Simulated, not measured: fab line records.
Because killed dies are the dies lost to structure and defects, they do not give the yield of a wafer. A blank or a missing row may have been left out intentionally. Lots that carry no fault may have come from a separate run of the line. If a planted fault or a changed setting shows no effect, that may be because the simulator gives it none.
Which of the tools did it? + flow gf180mcu + 14 lots, 42 wafers sampled, at 5 steps of a route of 602

== WHAT THE GAUGES SHOWED, per wafer ==
GF_PSD_RS_MEAS_15: the measuring method here is four-point-probe. Usual: PSD_RS 109.2 ohm/sq, standard deviation 0.31.
| lot  | measured     | on            | PSD_RS (ohm/sq)   | flag |
|------|--------------|---------------|-------------------|------|
| L740 | day 14 23:29 | film metro-03 | 109.0 109.1 108.7 |      |
| L741 | day 15 01:58 | film metro-03 | 109.0 109.0 109.0 |      |
| L743 | day 16 00:23 | film metro-04 | 108.6 108.8 108.8 |      |
| L742 | day 16 01:20 | film metro-03 | 109.4 109.1 109.2 |      |
| L744 | day 16 15:19 | film metro-03 | 109.6 109.3 109.6 |      |
| L746 | day 16 22:31 | film metro-03 | 109.2 109.1 109.1 |      |
| L748 | day 17 19:32 | film metro-04 | 109.1 109.4 109.4 |      |
| L749 | day 18 08:18 | film metro-03 | 109.5 109.4 109.6 |      |
| L750 | day 18 10:50 | film metro-03 | 110.1 110.1 109.4 |      |
| L752 | day 19 11:35 | film metro-04 | 109.1 108.9 108.9 |      |
| L753 | day 19 12:41 | film metro-04 | 109.1 109.3 109.3 |      |
| L754 | day 19 15:27 | film metro-04 | 109.1 108.8 109.2 |      |
| L755 | day 20 07:06 | film metro-03 | 109.4 109.5 109.6 |      |
| L760 | day 22 03:11 | film metro-04 | 109.8 109.5 109.6 |      |

GF_SALICIDE_RS_MEAS_04: the measuring method here is four-point-probe. Usual: SALICIDE_TIN_RS 16.1 ohm/sq, standard deviation 0.35.
| lot  | measured     | on            | SALICIDE_TIN_RS (ohm/sq) | flag |
|------|--------------|---------------|--------------------------|------|
| L740 | day 15 21:08 | film metro-03 | 16.5 16.1 16.5           |      |
| L741 | day 16 00:46 | film metro-03 | 16.0 16.3 16.1           |      |
| L743 | day 16 22:50 | film metro-03 | 15.9 16.0 15.9           |      |
| L742 | day 17 00:11 | film metro-04 | 15.8 15.7 15.5           |      |
| L744 | day 17 14:32 | film metro-03 | 15.9 16.1 15.8           |      |
| L746 | day 17 22:21 | film metro-04 | 15.9 16.4 16.1           |      |
| L748 | day 18 20:05 | film metro-02 | 15.5 16.0 16.0           |      |
| L749 | day 19 08:13 | film metro-04 | 16.3 16.0 16.4           |      |
| L750 | day 19 11:35 | film metro-03 | 15.7 15.8 16.0           |      |
| L752 | day 20 12:22 | film metro-03 | 16.7 16.5 16.4           |      |
| L753 | day 20 13:26 | film metro-03 | 25.9 24.9 25.9           | OFF  |
| L754 | day 20 15:52 | film metro-04 | 16.8 16.7 16.6           |      |
| L755 | day 21 07:55 | film metro-02 | 25.6 24.3 24.5           | OFF  |
| L760 | day 23 02:33 | film metro-03 | 16.1 15.9 15.9           |      |

== WHICH TOOL RAN EACH LOT (tool, then ch and the chambers of the sampled wafers, then the start) ==
| lot  | GF_PSD_RTA_13                    | GF_SALICIDE_SPUTTER_02       | GF_SALICIDE_SPUTTER_03       |
|------|----------------------------------|------------------------------|------------------------------|
| L740 | rtp anneal-02 ch 0, day 14 23:17 | pvd sputter-02, day 15 21:05 | pvd sputter-02, day 15 21:07 |
| L741 | rtp anneal-01 ch 0, day 15 01:44 | pvd sputter-03, day 16 00:39 | pvd sputter-03, day 16 00:41 |
| L743 | rtp anneal-02 ch 0, day 16 00:10 | pvd sputter-04, day 16 22:44 | pvd sputter-04, day 16 22:46 |
| L742 | rtp anneal-01 ch 0, day 16 01:07 | pvd sputter-04, day 17 00:06 | pvd sputter-04, day 17 00:07 |
| L744 | rtp anneal-02 ch 0, day 16 15:07 | pvd sputter-03, day 17 14:28 | pvd sputter-03, day 17 14:30 |
| L746 | rtp anneal-02 ch 0, day 16 22:19 | pvd sputter-03, day 17 22:16 | pvd sputter-03, day 17 22:17 |
| L748 | rtp anneal-01 ch 0, day 17 19:19 | pvd sputter-03, day 18 20:00 | pvd sputter-03, day 18 20:02 |
| L749 | rtp anneal-01 ch 0, day 18 08:04 | pvd sputter-02, day 19 08:07 | pvd sputter-02, day 19 08:09 |
| L750 | rtp anneal-01 ch 0, day 18 10:37 | pvd sputter-03, day 19 11:28 | pvd sputter-03, day 19 11:29 |
| L752 | rtp anneal-01 ch 0, day 19 11:23 | pvd sputter-02, day 20 12:18 | pvd sputter-02, day 20 12:20 |
| L753 | rtp anneal-02 ch 0, day 19 12:23 | pvd sputter-03, day 20 13:23 | pvd sputter-03, day 20 13:25 |
| L754 | rtp anneal-02 ch 0, day 19 15:14 | pvd sputter-02, day 20 15:49 | pvd sputter-02, day 20 15:50 |
| L755 | rtp anneal-02 ch 0, day 20 06:54 | pvd sputter-03, day 21 07:51 | pvd sputter-03, day 21 07:53 |
| L760 | rtp anneal-02 ch 0, day 22 02:59 | pvd sputter-02, day 23 02:30 | pvd sputter-02, day 23 02:32 |
- GF_PSD_RTA_13: time 20 s.
- GF_SALICIDE_SPUTTER_02: material Co, target thk 10 nm, time 20 s.
- GF_SALICIDE_SPUTTER_03: material TiN, target thk 20 nm, time 16.7 s.

== WHAT THE TOOLS THEMSELVES READ (means of the sampled wafers that have a number; where no wafer has one, the mark that the record gives instead) ==
GF_PSD_RTA_13. Usual: lamp power pct 33.7 %, standard deviation 1.2; wafer_temp_C_max 1031.2, standard deviation 1.1.
| lot  | tool          | lamp power pct (%) | wafer_temp_C_max | flag |
|------|---------------|--------------------|------------------|------|
| L740 | rtp anneal-02 | 34.8               | 1030.8           |      |
| L741 | rtp anneal-01 | 32.2               | 1030.5           |      |
| L743 | rtp anneal-02 | 34.7               | 1031.8           |      |
| L742 | rtp anneal-01 | 32.2               | 1030.9           |      |
| L744 | rtp anneal-02 | 34.7               | 1031.0           |      |
| L746 | rtp anneal-02 | 34.8               | 1030.2           |      |
| L748 | rtp anneal-01 | 32.3               | 1031.5           |      |
| L749 | rtp anneal-01 | 32.2               | 1030.6           |      |
| L750 | rtp anneal-01 | 32.3               | 1031.9           |      |
| L752 | rtp anneal-01 | 32.2               | 1031.6           |      |
| L753 | rtp anneal-02 | 34.8               | 1031.2           |      |
| L754 | rtp anneal-02 | 34.7               | 1031.8           |      |
| L755 | rtp anneal-02 | 34.8               | 1030.6           |      |
| L760 | rtp anneal-02 | 34.8               | 1031.5           |      |

GF_SALICIDE_SPUTTER_02. Usual: 30.0 % for throttle valve pct, sd 1.1.
| lot  | tool           | throttle valve pct (%) | flag |
|------|----------------|------------------------|------|
| L740 | pvd sputter-02 | 29.4                   |      |
| L741 | pvd sputter-03 | 29.3                   |      |
| L743 | pvd sputter-04 | 30.2                   |      |
| L742 | pvd sputter-04 | 30.3                   |      |
| L744 | pvd sputter-03 | 29.8                   |      |
| L746 | pvd sputter-03 | 30.4                   |      |
| L748 | pvd sputter-03 | 30.9                   |      |
| L749 | pvd sputter-02 | 29.8                   |      |
| L750 | pvd sputter-03 | 30.9                   |      |
| L752 | pvd sputter-02 | 29.6                   |      |
| L753 | pvd sputter-03 | 30.2                   |      |
| L754 | pvd sputter-02 | 29.8                   |      |
| L755 | pvd sputter-03 | 30.3                   |      |
| L760 | pvd sputter-02 | 29.6                   |      |

GF_SALICIDE_SPUTTER_03. Usual: 30.0 % for throttle valve pct, sd 1.1.
| lot  | tool           | throttle valve pct (%) | flag |
|------|----------------|------------------------|------|
| L740 | pvd sputter-02 | 29.5                   |      |
| L741 | pvd sputter-03 | 29.4                   |      |
| L743 | pvd sputter-04 | 30.3                   |      |
| L742 | pvd sputter-04 | 30.3                   |      |
| L744 | pvd sputter-03 | 29.7                   |      |
| L746 | pvd sputter-03 | 30.4                   |      |
| L748 | pvd sputter-03 | 31.0                   |      |
| L749 | pvd sputter-02 | 30.0                   |      |
| L750 | pvd sputter-03 | 31.0                   |      |
| L752 | pvd sputter-02 | 29.7                   |      |
| L753 | pvd sputter-03 | 30.3                   |      |
| L754 | pvd sputter-02 | 29.7                   |      |
| L755 | pvd sputter-03 | 30.5                   |      |
| L760 | pvd sputter-02 | 29.6                   |      |

== THE ANSWER, worked out from the rows above alone ==
Rule: lot off if the mean of its wafers having a number is beyond 3 standard deviations from the usual mean. A lot without any number at a reading at which 4 lots or more have one is off too. All remaining lots with rows at the step are treated as sound. After the gauges, taken in route order, come the tools' own readings; for these a lot's mean is taken, as printed above. At the first step where some lot is off, the reading lying furthest off is the one used; lots without a number count as furthest.
Off: at GF_SALICIDE_RS_MEAS_04 (SALICIDE_TIN_RS), L753, L755.
A tool fits if, at a process step before that reading, it ran every lot that is off, and no sound lot after the first of them. The gauges at GF_SALICIDE_RS_MEAS_04 are tried like those tools. One fits: pvd sputter-03 at GF_SALICIDE_SPUTTER_02 and GF_SALICIDE_SPUTTER_03. At GF_SALICIDE_SPUTTER_02 its last sound lot is L750 (day 19 11:28), its first lot that is off L753 (day 20 13:23): a fault that began between those two fits.

== WHAT THE SIMULATOR PUT IN ==
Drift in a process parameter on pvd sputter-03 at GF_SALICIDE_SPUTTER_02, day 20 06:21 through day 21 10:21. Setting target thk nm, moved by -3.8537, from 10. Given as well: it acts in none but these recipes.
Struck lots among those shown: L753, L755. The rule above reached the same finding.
